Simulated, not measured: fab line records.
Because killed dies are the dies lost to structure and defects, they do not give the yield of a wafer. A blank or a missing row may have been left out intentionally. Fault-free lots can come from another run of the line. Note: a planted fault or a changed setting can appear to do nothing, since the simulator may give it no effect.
Which tool was responsible? / flow sky130 / Sampling: 14 lots, 42 wafers, 4 of 708 route steps

## WHAT THE GAUGES READ, wafer by wafer
SKY_SD_P_TW_MEAS_11.
lot=L638; measured=day 25 13:55; on=film_metro-01; SD_P_TW=2806 2781 2810
lot=L641; measured=day 27 00:43; on=film_metro-01; SD_P_TW=2815 2796 2812
lot=L640; measured=day 27 02:18; on=film_metro-01; SD_P_TW=2801 2811 2794
lot=L642; measured=day 27 10:47; on=film_metro-02; SD_P_TW=2801 2807 2806
lot=L645; measured=day 27 23:22; on=film_metro-02; SD_P_TW=2817 2814 2805
lot=L644; measured=day 28 00:19; on=film_metro-02; SD_P_TW=2784 2794 2794
lot=L646; measured=day 28 12:37; on=film_metro-01; SD_P_TW=2798 2811 2806
lot=L647; measured=day 29 01:52; on=film_metro-01; SD_P_TW=2789 2803 2788
lot=L648; measured=day 29 13:30; on=film_metro-04; SD_P_TW=2825 2827 2805
lot=L653; measured=day 31 06:49; on=film_metro-02; SD_P_TW=2745 2726 2741
lot=L655; measured=day 31 08:22; on=film_metro-04; SD_P_TW=2823 2828 2831
lot=L656; measured=day 31 23:06; on=film_metro-04; SD_P_TW=2751 2745 2745
lot=L658; measured=day 32 16:29; on=film_metro-01; SD_P_TW=2803 2818 2810
lot=L660; measured=day 33 00:23; on=film_metro-04; SD_P_TW=2821 2818 2818

SKY_SD_N_RS_MEAS_17: a four-point-probe measurement.
lot=L638; measured=day 27 23:38; on=film_metro-04; SD_P_RS (ohm/sq)=147.4 147.9 147.3
lot=L641; measured=day 29 09:00; on=film_metro-04; SD_P_RS (ohm/sq)=146.9 147.0 146.6
lot=L640; measured=day 29 11:07; on=film_metro-04; SD_P_RS (ohm/sq)=147.7 147.1 147.0
lot=L642; measured=day 29 19:41; on=film_metro-02; SD_P_RS (ohm/sq)=147.0 146.8 146.7
lot=L645; measured=day 30 08:18; on=film_metro-02; SD_P_RS (ohm/sq)=146.4 146.8 146.7
lot=L644; measured=day 30 09:23; on=film_metro-01; SD_P_RS (ohm/sq)=147.3 147.0 147.5
lot=L646; measured=day 30 22:01; on=film_metro-02; SD_P_RS (ohm/sq)=146.8 146.7 146.9
lot=L647; measured=day 31 10:23; on=film_metro-04; SD_P_RS (ohm/sq)=146.6 146.3 146.8
lot=L648; measured=day 31 21:58; on=film_metro-01; SD_P_RS (ohm/sq)=147.6 147.2 147.3
lot=L653; measured=day 33 12:17; on=film_metro-02; SD_P_RS (ohm/sq)=150.2 150.3 149.7
lot=L655; measured=day 33 13:12; on=film_metro-04; SD_P_RS (ohm/sq)=147.1 146.7 146.8
lot=L656; measured=day 34 04:35; on=film_metro-01; SD_P_RS (ohm/sq)=149.7 149.9 150.0
lot=L658; measured=day 34 22:06; on=film_metro-04; SD_P_RS (ohm/sq)=147.5 146.9 146.6
lot=L660; measured=day 35 06:10; on=film_metro-02; SD_P_RS (ohm/sq)=147.2 147.1 147.1

## WHICH TOOL RAN EACH LOT (tool, then ch and the chambers of the sampled wafers, then the start)
lot=L638; SKY_SD_P_IMPLANT_09=implanter-01 ch 0, day 25 13:42; SKY_SD_P_STRIP_10=plasma_asher-04 ch 0,1, day 25 13:50
lot=L641; SKY_SD_P_IMPLANT_09=implanter-03 ch 0, day 27 00:30; SKY_SD_P_STRIP_10=plasma_asher-02 ch 0,1, day 27 00:38
lot=L640; SKY_SD_P_IMPLANT_09=implanter-03 ch 0, day 27 02:03; SKY_SD_P_STRIP_10=plasma_asher-02 ch 0,1, day 27 02:12
lot=L642; SKY_SD_P_IMPLANT_09=implanter-01 ch 0, day 27 10:34; SKY_SD_P_STRIP_10=plasma_asher-01 ch 0,1, day 27 10:41
lot=L645; SKY_SD_P_IMPLANT_09=implanter-02 ch 0, day 27 23:09; SKY_SD_P_STRIP_10=plasma_asher-02 ch 0,1, day 27 23:17
lot=L644; SKY_SD_P_IMPLANT_09=implanter-02 ch 0, day 28 00:05; SKY_SD_P_STRIP_10=plasma_asher-02 ch 0,1, day 28 00:12
lot=L646; SKY_SD_P_IMPLANT_09=implanter-02 ch 0, day 28 12:25; SKY_SD_P_STRIP_10=plasma_asher-02 ch 0,1, day 28 12:31
lot=L647; SKY_SD_P_IMPLANT_09=implanter-01 ch 0, day 29 01:37; SKY_SD_P_STRIP_10=plasma_asher-02 ch 1, day 29 01:45
lot=L648; SKY_SD_P_IMPLANT_09=implanter-02 ch 0, day 29 13:15; SKY_SD_P_STRIP_10=plasma_asher-02 ch 0,1, day 29 13:24
lot=L653; SKY_SD_P_IMPLANT_09=implanter-01 ch 0, day 31 06:35; SKY_SD_P_STRIP_10=plasma_asher-01 ch 0,1, day 31 06:42
lot=L655; SKY_SD_P_IMPLANT_09=implanter-03 ch 0, day 31 08:09; SKY_SD_P_STRIP_10=plasma_asher-02 ch 0,1, day 31 08:17
lot=L656; SKY_SD_P_IMPLANT_09=implanter-01 ch 0, day 31 22:53; SKY_SD_P_STRIP_10=plasma_asher-02 ch 0,1, day 31 23:01
lot=L658; SKY_SD_P_IMPLANT_09=implanter-03 ch 0, day 32 16:14; SKY_SD_P_STRIP_10=plasma_asher-01 ch 0,1, day 32 16:23
lot=L660; SKY_SD_P_IMPLANT_09=implanter-02 ch 0, day 33 00:10; SKY_SD_P_STRIP_10=plasma_asher-02 ch 0,1, day 33 00:17
- SKY_SD_P_IMPLANT_09
- SKY_SD_P_STRIP_10: strips in O2/N2.

## WHAT THE TOOLS THEMSELVES READ (means of the sampled wafers that have a number; where no wafer has one, the mark that the record gives instead)
SKY_SD_P_STRIP_10.
lot=L638; tool=plasma_asher-04; drypump_motor_current_A (A)=5.64; oes_product_au (a.u.)=0.622; strip_time_to_endpoint_s (s)=17.57
lot=L641; tool=plasma_asher-02; drypump_motor_current_A (A)=5.61; oes_product_au (a.u.)=0.617; strip_time_to_endpoint_s (s)=17.49
lot=L640; tool=plasma_asher-02; drypump_motor_current_A (A)=5.62; oes_product_au (a.u.)=0.614; strip_time_to_endpoint_s (s)=17.47
lot=L642; tool=plasma_asher-01; drypump_motor_current_A (A)=5.96; oes_product_au (a.u.)=0.619; strip_time_to_endpoint_s (s)=17.49
lot=L645; tool=plasma_asher-02; drypump_motor_current_A (A)=5.63; oes_product_au (a.u.)=0.618; strip_time_to_endpoint_s (s)=17.47
lot=L644; tool=plasma_asher-02; drypump_motor_current_A (A)=5.60; oes_product_au (a.u.)=0.619; strip_time_to_endpoint_s (s)=17.48
lot=L646; tool=plasma_asher-02; drypump_motor_current_A (A)=5.70; oes_product_au (a.u.)=0.616; strip_time_to_endpoint_s (s)=17.43
lot=L647; tool=plasma_asher-02; drypump_motor_current_A (A)=5.54; oes_product_au (a.u.)=0.622; strip_time_to_endpoint_s (s)=17.49
lot=L648; tool=plasma_asher-02; drypump_motor_current_A (A)=5.61; oes_product_au (a.u.)=0.615; strip_time_to_endpoint_s (s)=17.44
lot=L653; tool=plasma_asher-01; drypump_motor_current_A (A)=5.95; oes_product_au (a.u.)=0.625; strip_time_to_endpoint_s (s)=17.14
lot=L655; tool=plasma_asher-02; drypump_motor_current_A (A)=5.71; oes_product_au (a.u.)=0.619; strip_time_to_endpoint_s (s)=17.51
lot=L656; tool=plasma_asher-02; drypump_motor_current_A (A)=5.71; oes_product_au (a.u.)=0.624; strip_time_to_endpoint_s (s)=17.13
lot=L658; tool=plasma_asher-01; drypump_motor_current_A (A)=5.95; oes_product_au (a.u.)=0.616; strip_time_to_endpoint_s (s)=17.55
lot=L660; tool=plasma_asher-02; drypump_motor_current_A (A)=5.70; oes_product_au (a.u.)=0.619; strip_time_to_endpoint_s (s)=17.46

## THE ANSWER, worked out from the rows above alone
Rule: what is usual is taken from the lots themselves. Put in order of their means at a reading, lots are off if they are a third of the lots or fewer, leave a main group of 4 or more, and stand apart from it by a gap of 3 or more times the standard deviation of the main group's means; of several such gaps the widest counts. The tables above print the reading to a certain number of digits; a main group whose means all agree to those digits is not used. A lot without any number at a reading at which 4 lots or more have one is off too. All remaining lots with rows at the step are treated as sound. Order of review: gauges by route order, followed by the tools' own readings, for which a lot's mean as printed above is used. At the first step where some lot is off, the reading lying furthest off is the one used; lots without a number count as furthest.
Off: L653, L656, seen at SKY_SD_P_TW_MEAS_11 (SD_P_TW). The main group: mean 2808, standard deviation 10.
If a tool, at a process step before that reading, ran all the lots that are off and no sound lot after the first of them, it fits. The gauges at SKY_SD_P_TW_MEAS_11 aren't tried: what is off there is off at SKY_SD_P_STRIP_10 too, on other tools, and a gauge's error can't cause that. One candidate fits, namely implanter-01 at SKY_SD_P_IMPLANT_09. A fault onset in the window from L647 (day 29 01:37, its last sound lot) to L653 (day 31 06:35, its first lot off) fits.

## WHAT THE SIMULATOR PUT IN
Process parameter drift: implanter-01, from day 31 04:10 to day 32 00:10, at SKY_SD_P_IMPLANT_09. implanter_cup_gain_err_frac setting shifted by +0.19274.
Lots struck among those shown: L653, L656. The rule given above showed the same thing.
